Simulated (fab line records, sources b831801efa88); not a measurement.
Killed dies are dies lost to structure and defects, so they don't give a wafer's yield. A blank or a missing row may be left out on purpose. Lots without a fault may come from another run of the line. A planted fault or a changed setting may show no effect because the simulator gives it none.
A struck lot beside a sound one | flow sky130 | 24 steps out of a route of 708
Sound: wafers L972.3, L972.4, L972.5. Struck: wafers L985.2, L985.3, L985.6. The cause comes at the end.
At each step with rows: each side's tool, then ch and its chambers, then its first start. Under that, the readings that differ: sound wafers | struck wafers | difference of the means | sigmas: that difference in standard deviations of wafers without a fault.
alike: readings whose means differ by less than 2 such deviations, and words and numbers that are the same on both sides. not compared: withheld readings, readings that some wafer has no value for, bounds like >300 that may hide the same value, and numbers for which the record gives no deviation and whose values overlap.
The two part at a step that has a row with sigmas, a row that says differs or no value, or rows on one side only. Numbers that don't overlap but have no deviation are shown without sigmas and don't part them. A reading that every wafer of one side lacks parts them only if that side has two wafers or more.

SKY_METAL3_METAL_ETCH_18: etches the open film in Cl2/BCl3, stops on SiO2, target depth 845 nm, time 183.1 s.
  sound on rie_metal-02 ch 0,1, day 39 08:38; struck on rie_metal-03 ch 0,1, day 42 18:19
  alike: drypump_motor_current_A, oes_product_au, throttle_valve_pct
  not compared: rf_hours_counter_h
SKY_METAL3_STRIP_19: strips in O2/N2.
  sound on plasma_asher-04 ch 0,1, day 39 08:48; struck on plasma_asher-02 ch 0,1, day 42 18:29
  alike: drypump_motor_current_A, oes_product_au, strip_time_to_endpoint_s
  not compared: rf_hours_counter_h
then, 4 steps without rows for these wafers: SKY_METAL3_STRIP_20 (strips in post etch residue remover, time 1200 s); SKY_METAL3_CLEAN_21 (cleans in IPA, time 180 s); SKY_METAL3_CLEAN_22 (cleans in O3/DIW); SKY_VIA3_HDPCVD_00 (deposits SiO2, target thk 1635 nm, time 272.5 s).
SKY_VIA3_THK_MEAS_01:
  sound on film_metro-01, day 39 09:40; struck on film_metro-03, day 42 19:16
  alike: VIA3_HDPCVD_THK
SKY_VIA3_CMP_02: polishes SiO2.
  sound on cmp-01 ch 0,1,2, day 39 09:48; struck on cmp-01 ch 0,1,2, day 42 19:19
  alike: motor_current_A, slurry_filter_dp_kPa
SKY_VIA3_BOW_MEAS_03:
  sound on film_metro-03, day 39 10:02; struck on film_metro-01, day 42 19:38
  alike: VIA3_BOW
then, 3 steps without rows for these wafers: SKY_VIA3_DEHYDRATE_04 (time 60 s); SKY_VIA3_HMDS_05 (prime time 60 s); SKY_VIA3_COAT_06 (resist thk 60 nm).
SKY_VIA3_COAT_07: resist thk 450 nm.
  sound on litho_track-03 ch 0, day 39 22:00; struck on litho_track-04 ch 0, day 43 07:00
  reading                                     | sound                | struck               | difference | sigmas
  spin_speed_rpm (rpm)                        | 3000.4 2998.0 2998.0 | 3368.8 3365.4 3367.0 | +368.3     | +99 or more
  model.KrF-thick_of_VIA3_COAT_07.thk_nm (nm) | 450.6 449.6 451.2    | 423.9 424.7 424.2    | -26.2      |
  alike: chill_plate_temp_C
SKY_VIA3_SOFTBAKE_08: time 92.15 s.
  sound on litho_track-03 ch 0; struck on litho_track-04 ch 0
  alike: chill_plate_temp_C, plate_sensor_t_centre_C, plate_sensor_t_edge_C
then, 3 steps without rows for these wafers: SKY_VIA3_EXPOSE_09 (exposes mask VIM3, target cd 200 nm); SKY_VIA3_PEB_10; SKY_VIA3_DEVELOP_11 (develop time 60 s).
SKY_VIA3_CD_MEAS_12: target cd 200 nm.
  sound on cd_sem-01, day 40 09:55; struck on cd_sem-02, day 43 17:47
  alike: cd_nm
SKY_VIA3_OVL_MEAS_13:
  sound on overlay-01, day 40 10:01; struck on overlay-02, day 43 17:54
  alike: VIA3_OVL
SKY_VIA3_ETCH_14: etches BARC in N2/H2, stops on SiO2, time 45.9 s, target depth 60 nm.
  sound on rie_diel-02 ch 0,1,3, day 40 10:02; struck on rie_diel-02 ch 0,1,3, day 43 17:56
  alike: drypump_motor_current_A, oes_product_au, throttle_valve_pct
  not compared: rf_hours_counter_h
SKY_VIA3_ETCH_15: etches SiO2 in C4F8/O2/Ar, stops on TiN, target depth 507 nm, time 78 s.
  sound on rie_diel-02 ch 0,1,3, day 40 10:04; struck on rie_diel-02 ch 0,1,3, day 43 17:58
  reading                                     | sound             | struck            | difference | sigmas
  model.KrF-thick_of_VIA3_COAT_07.thk_nm (nm) | 293.5 292.5 295.8 | 268.2 268.1 270.3 | -25.1      |
  alike: oes_product_au
SKY_VIA3_STRIP_16: strips in O2/N2.
  sound on plasma_asher-04 ch 0,1, day 40 10:10; struck on plasma_asher-04 ch 0,1, day 43 18:02
  reading                      | sound             | struck            | difference | sigmas
  strip_time_to_endpoint_s (s) | 4.162 4.151 4.170 | 3.883 3.872 3.920 | -0.269     | -10
  alike: drypump_motor_current_A, oes_product_au
  not compared: rf_hours_counter_h
then, 2 steps without rows for these wafers: SKY_VIA3_STRIP_17 (strips in post etch residue remover, time 1200 s); SKY_PAD_OPEN_PROBE_99.

WHERE THEY PART
First at SKY_VIA3_COAT_07; last, within this record, at SKY_VIA3_STRIP_16.

WHY: what the simulator had put in
Process parameter drift: litho_track-04, from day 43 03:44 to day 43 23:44, at SKY_VIA3_COAT_07. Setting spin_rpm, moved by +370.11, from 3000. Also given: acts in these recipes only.
